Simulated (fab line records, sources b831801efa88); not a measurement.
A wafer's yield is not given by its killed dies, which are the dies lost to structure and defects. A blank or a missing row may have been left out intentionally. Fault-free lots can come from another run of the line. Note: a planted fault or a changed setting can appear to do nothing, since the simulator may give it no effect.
Which tool is to blame? -- flow gf180mcu -- 24 lots with 72 wafers sampled at 6 steps, on a route of 602 steps

== WHAT THE GAUGES SHOWED, per wafer ==
GF_PASSIVATION_THK_MEAS_03.
lot,measured,on,PASSIVATION_CVD_02_THK (nm)
L074,day 28 00:16,film metro-01,705 718 713
L075,day 28 11:44,film metro-03,735 723 712
L076,day 28 20:02,film metro-01,696 690 705
L077,day 28 23:47,film metro-01,717 716 725
L078,day 29 12:09,film metro-02,707 717 710
L079,day 29 18:10,film metro-02,710 723 729
L080,day 29 20:55,film metro-01,706 719 721
L081,day 30 14:11,film metro-02,704 708 711
L082,day 30 15:11,film metro-02,700 701 712
L083,day 30 18:34,film metro-02,704 697 710
L084,day 31 06:52,film metro-01,699 703 704
L085,day 31 13:26,film metro-01,713 716 721
L086,day 31 17:37,film metro-02,701 709 708
L087,day 31 23:08,film metro-01,702 711 726
L088,day 32 09:24,film metro-01,688 692 708
L089,day 32 14:11,film metro-01,692 682 698
L090,day 32 17:07,film metro-02,709 708 719
L091,day 33 02:05,film metro-02,698 706 702
L092,day 33 06:11,film metro-01,712 708 709
L093,day 33 09:17,film metro-01,698 704 713
L094,day 33 11:47,film metro-02,697 688 711
L095,day 33 22:43,film metro-03,710 695 701
L096,day 34 05:19,film metro-01,699 700 708
L097,day 34 08:51,film metro-01,692 703 696

== TOOL THAT RAN EACH LOT (tool first, then ch and the chambers of the sampled wafers, then the start) ==
lot,GF_SAB_STRIP_13,GF_V2_SPUTTER_22,GF_V3_CVD_23,GF_V5_CVD_02,GF_V5_ETCH_17
L074,"plasma asher-03 ch 0,1, day 14 21:47","pvd sputter-03, day 19 23:40","cvd w-01 ch 0,1, day 22 02:44","pecvd-03 ch 0,1,2, day 26 03:53","rie diel-01 ch 0,3, day 28 00:16 or earlier"
L075,"plasma asher-04 ch 0,1, day 15 12:23","pvd sputter-03, day 20 15:24","cvd w-02 ch 0,1, day 22 18:23","pecvd-02 ch 0,1,2, day 26 15:46","rie diel-01 ch 0,1, day 28 11:44 or earlier"
L076,"plasma asher-01 ch 0,1, day 15 21:16","pvd sputter-04, day 21 00:57","cvd w-02 ch 0,1, day 23 03:52","pecvd-02 ch 1,2, day 27 00:22","rie diel-02 ch 0,1,3, day 28 20:02 or earlier"
L077,"plasma asher-04 ch 0,1, day 16 00:06","pvd sputter-04, day 21 05:40","cvd w-02 ch 0,1, day 23 08:17","pecvd-04 ch 0,2, day 27 04:47","rie diel-01 ch 0,1,2, day 28 23:47 or earlier"
L078,"plasma asher-03 ch 0,1, day 16 14:53","pvd sputter-03, day 21 21:38","cvd w-01 ch 0,1, day 24 00:04","pecvd-04 ch 1,2, day 27 16:46","rie diel-02 ch 0,1,2, day 29 12:09 or earlier"
L079,"plasma asher-04 ch 0,1, day 16 20:20","pvd sputter-02, day 22 04:09","cvd w-01 ch 0,1, day 24 06:16","pecvd-03 ch 1,2, day 27 23:37","rie diel-04 ch 1,2,3, day 29 18:10 or earlier"
L080,"plasma asher-01 ch 0,1, day 17 00:10","pvd sputter-03, day 22 07:37","cvd w-01 ch 0,1, day 24 10:39","pecvd-02 ch 1,2, day 28 02:34","rie diel-01 ch 0,1, day 29 20:55 or earlier"
L081,"plasma asher-04 ch 0,1, day 17 20:43","pvd sputter-02, day 23 05:40","cvd w-01 ch 0,1, day 25 06:31","pecvd-02 ch 1,2, day 28 20:58","rie diel-04 ch 0,1, day 30 14:11 or earlier"
L082,"plasma asher-01 ch 0,1, day 17 22:20","pvd sputter-03, day 23 06:36","cvd w-02 ch 0,1, day 25 07:10","pecvd-04 ch 1,2, day 28 21:38","rie diel-02 ch 0,2,3, day 30 15:11 or earlier"
L083,"plasma asher-03 ch 0,1, day 18 05:19","pvd sputter-02, day 23 12:19","cvd w-01 ch 0,1, day 25 11:27","pecvd-02 ch 0,2, day 29 01:53","rie diel-01 ch 0,1,2, day 30 18:34 or earlier"
L084,"plasma asher-03 ch 0,1, day 18 19:19","pvd sputter-02, day 24 04:03","cvd w-01 ch 0, day 26 02:08","pecvd-04 ch 0,1,2, day 29 14:35","rie diel-01 ch 1,2, day 31 06:52 or earlier"
L085,"plasma asher-01 ch 0,1, day 19 04:11","pvd sputter-04, day 24 10:47","cvd w-01 ch 0,1, day 26 09:00","pecvd-03 ch 0,1,2, day 29 21:50","rie diel-01 ch 0,1,2, day 31 13:26 or earlier"
L086,"plasma asher-01 ch 0,1, day 19 11:28","pvd sputter-02, day 24 18:36","cvd w-01 ch 0,1, day 26 16:06","pecvd-04 ch 0,1, day 30 02:51","rie diel-02 ch 1,2, day 31 17:37 or earlier"
L087,"plasma asher-04 ch 0,1, day 19 21:58","pvd sputter-02, day 25 02:04","cvd w-01 ch 0,1, day 26 22:39","pecvd-02 ch 1,2, day 30 08:52","rie diel-01 ch 1,2,3, day 31 23:08 or earlier"
L088,"plasma asher-01 ch 0,1, day 20 09:28","pvd sputter-03, day 25 12:10","cvd w-01 ch 1, day 27 08:23","pecvd-03 ch 0,1, day 30 19:05","rie diel-02 ch 0,2,3, day 32 09:24 or earlier"
L089,"plasma asher-01 ch 0,1, day 20 16:52","pvd sputter-02, day 25 19:36","cvd w-01 ch 0,1, day 27 15:23","pecvd-03 ch 0,2, day 31 00:04","rie diel-04 ch 0,1,2, day 32 14:11 or earlier"
L090,"plasma asher-01 ch 0,1, day 20 20:52","pvd sputter-03, day 25 23:37","cvd w-01 ch 0,1, day 27 19:15","pecvd-03 ch 0,1, day 31 03:43","rie diel-04 ch 0,1,2, day 32 17:07 or earlier"
L091,"plasma asher-04 ch 0,1, day 21 06:15","pvd sputter-04, day 26 09:00","cvd w-01 ch 0,1, day 28 04:07","pecvd-04 ch 0,1,2, day 31 12:34","rie diel-01 ch 1,2,3, day 33 02:05 or earlier"
L092,"plasma asher-03 ch 0,1, day 21 13:46","pvd sputter-03, day 26 14:35","cvd w-01 ch 0,1, day 28 09:04","pecvd-03 ch 0,1,2, day 31 17:13","rie diel-04 ch 0,2,3, day 33 06:11 or earlier"
L093,"plasma asher-04 ch 0,1, day 21 22:53","pvd sputter-02, day 26 20:25","cvd w-01 ch 0,1, day 28 15:25","pecvd-02 ch 1,2, day 31 20:44","rie diel-04 ch 0,2,3, day 33 09:17 or earlier"
L094,"plasma asher-01 ch 0,1, day 22 02:10","pvd sputter-03, day 27 01:31","cvd w-02 ch 0,1, day 28 20:42","pecvd-04 ch 1,2, day 32 02:27","rie diel-02 ch 0,1,3, day 33 11:47 or earlier"
L095,"plasma asher-04 ch 0,1, day 22 12:40","pvd sputter-04, day 27 11:27","cvd w-02 ch 0,1, day 29 05:18","pecvd-04 ch 0,1,2, day 32 10:31","rie diel-04 ch 1,2,3, day 33 22:43 or earlier"
L096,"plasma asher-04 ch 0,1, day 22 23:53","pvd sputter-03, day 27 19:51","cvd w-01 ch 0,1, day 29 13:47","pecvd-03 ch 0,2, day 32 16:40","rie diel-02 ch 0,1,3, day 34 05:19 or earlier"
L097,"plasma asher-04 ch 0,1, day 23 06:17","pvd sputter-02, day 28 02:01","cvd w-01 ch 0,1, day 29 19:13","pecvd-02 ch 0,1, day 32 21:18","rie diel-04 ch 0,2,3, day 34 08:51 or earlier"
- GF_SAB_STRIP_13: strips in O2/N2.
- GF_V2_SPUTTER_22: material TiN, target thk 10 nm, time 40 s.
- GF_V3_CVD_23: deposits W, target thk 350 nm, time 104.9 s.
- GF_V5_CVD_02: deposits SiO2 from TEOS, target thk 1450 nm, time 163.28 s.
- GF_V5_ETCH_17: etches SiO2 in C4F8/O2/Ar, stops on TiN, target depth 855 nm.

== AS READ BY THE TOOLS THEMSELVES (means over the sampled wafers that have a number; for cases with no such wafer, the mark the record gives instead) ==
GF_SAB_STRIP_13.
lot,tool,drypump motor current A (A),heater power w (W),oes product au (a.u.),strip time to endpoint s (s)
L074,plasma asher-03,5.57,325,0.708,12.65
L075,plasma asher-04,6.07,362,0.714,12.60
L076,plasma asher-01,5.63,369,0.712,12.69
L077,plasma asher-04,6.06,363,0.706,12.68
L078,plasma asher-03,5.72,325,0.707,12.57
L079,plasma asher-04,6.06,363,0.709,12.71
L080,plasma asher-01,5.43,348,0.710,12.62
L081,plasma asher-04,6.04,361,0.710,12.67
L082,plasma asher-01,5.63,363,0.708,12.59
L083,plasma asher-03,5.73,327,0.708,12.63
L084,plasma asher-03,5.73,330,0.704,12.59
L085,plasma asher-01,5.63,366,0.710,12.69
L086,plasma asher-01,5.63,364,0.711,12.68
L087,plasma asher-04,6.04,366,0.709,12.62
L088,plasma asher-01,5.45,349,0.708,12.64
L089,plasma asher-01,5.62,365,0.712,12.70
L090,plasma asher-01,5.47,351,0.708,12.64
L091,plasma asher-04,6.04,365,0.711,12.64
L092,plasma asher-03,5.58,324,0.709,12.62
L093,plasma asher-04,5.95,372,0.709,12.64
L094,plasma asher-01,5.46,351,0.707,12.66
L095,plasma asher-04,5.94,377,0.707,12.61
L096,plasma asher-04,6.06,365,0.710,12.60
L097,plasma asher-04,5.93,373,0.710,12.63

GF_V2_SPUTTER_22.
lot,tool,throttle valve pct (%)
L074,pvd sputter-03,29.7
L075,pvd sputter-03,30.2
L076,pvd sputter-04,30.2
L077,pvd sputter-04,29.8
L078,pvd sputter-03,29.6
L079,pvd sputter-02,29.9
L080,pvd sputter-03,29.6
L081,pvd sputter-02,30.1
L082,pvd sputter-03,30.0
L083,pvd sputter-02,30.2
L084,pvd sputter-02,30.3
L085,pvd sputter-04,29.3
L086,pvd sputter-02,29.7
L087,pvd sputter-02,30.3
L088,pvd sputter-03,29.6
L089,pvd sputter-02,30.2
L090,pvd sputter-03,30.3
L091,pvd sputter-04,31.1
L092,pvd sputter-03,29.3
L093,pvd sputter-02,30.1
L094,pvd sputter-03,30.0
L095,pvd sputter-04,30.1
L096,pvd sputter-03,30.6
L097,pvd sputter-02,30.1

GF_V3_CVD_23.
lot,tool,heater power w (W)
L074,cvd w-01,937
L075,cvd w-02,877
L076,cvd w-02,881
L077,cvd w-02,887
L078,cvd w-01,905
L079,cvd w-01,903
L080,cvd w-01,942
L081,cvd w-01,935
L082,cvd w-02,893
L083,cvd w-01,944
L084,cvd w-01,890
L085,cvd w-01,932
L086,cvd w-01,937
L087,cvd w-01,937
L088,cvd w-01,964
L089,cvd w-01,943
L090,cvd w-01,921
L091,cvd w-01,931
L092,cvd w-01,919
L093,cvd w-01,903
L094,cvd w-02,891
L095,cvd w-02,887
L096,cvd w-01,947
L097,cvd w-01,916

GF_V5_CVD_02.
lot,tool,heater power w (W)
L074,pecvd-03,598
L075,pecvd-02,690
L076,pecvd-02,729
L077,pecvd-04,720
L078,pecvd-04,804
L079,pecvd-03,575
L080,pecvd-02,709
L081,pecvd-02,673
L082,pecvd-04,832
L083,pecvd-02,744
L084,pecvd-04,751
L085,pecvd-03,475
L086,pecvd-04,772
L087,pecvd-02,705
L088,pecvd-03,503
L089,pecvd-03,558
L090,pecvd-03,489
L091,pecvd-04,793
L092,pecvd-03,511
L093,pecvd-02,733
L094,pecvd-04,743
L095,pecvd-04,764
L096,pecvd-03,570
L097,pecvd-02,677

GF_V5_ETCH_17.
lot,tool,oes product au (a.u.)
L074,rie diel-01,0.859
L075,rie diel-01,0.862
L076,rie diel-02,0.858
L077,rie diel-01,0.856
L078,rie diel-02,0.859
L079,rie diel-04,0.862
L080,rie diel-01,0.856
L081,rie diel-04,0.861
L082,rie diel-02,0.861
L083,rie diel-01,0.863
L084,rie diel-01,0.857
L085,rie diel-01,0.857
L086,rie diel-02,0.858
L087,rie diel-01,0.860
L088,rie diel-02,0.859
L089,rie diel-04,0.858
L090,rie diel-04,0.861
L091,rie diel-01,0.858
L092,rie diel-04,0.862
L093,rie diel-04,0.856
L094,rie diel-02,0.857
L095,rie diel-04,0.859
L096,rie diel-02,0.858
L097,rie diel-04,0.861

== THE ANSWER, worked out from the rows above alone ==
Rule: what is usual is taken from the lots themselves. The widest of any qualifying gaps counts: lots, ordered by their means at a reading, are off when they make up no more than a third of the lots, leave a main group of 4 or more, and stand apart from it by 3 or more times the standard deviation of that group's means. A main group is skipped when, at the precision printed for the reading in the tables above, its means are all equal. Also off: a lot with no number at a reading for which 4 or more lots have one. All remaining lots with rows at the step are treated as sound. After the gauges, taken in route order, come the tools' own readings; for these a lot's mean is taken, as printed above. At the first step where some lot is off, the reading lying furthest off is the one used; lots without a number count as furthest.
None of the lots is off at any reading shown; this tells nothing.

== WHAT HAD BEEN PUT IN BY THE SIMULATOR ==
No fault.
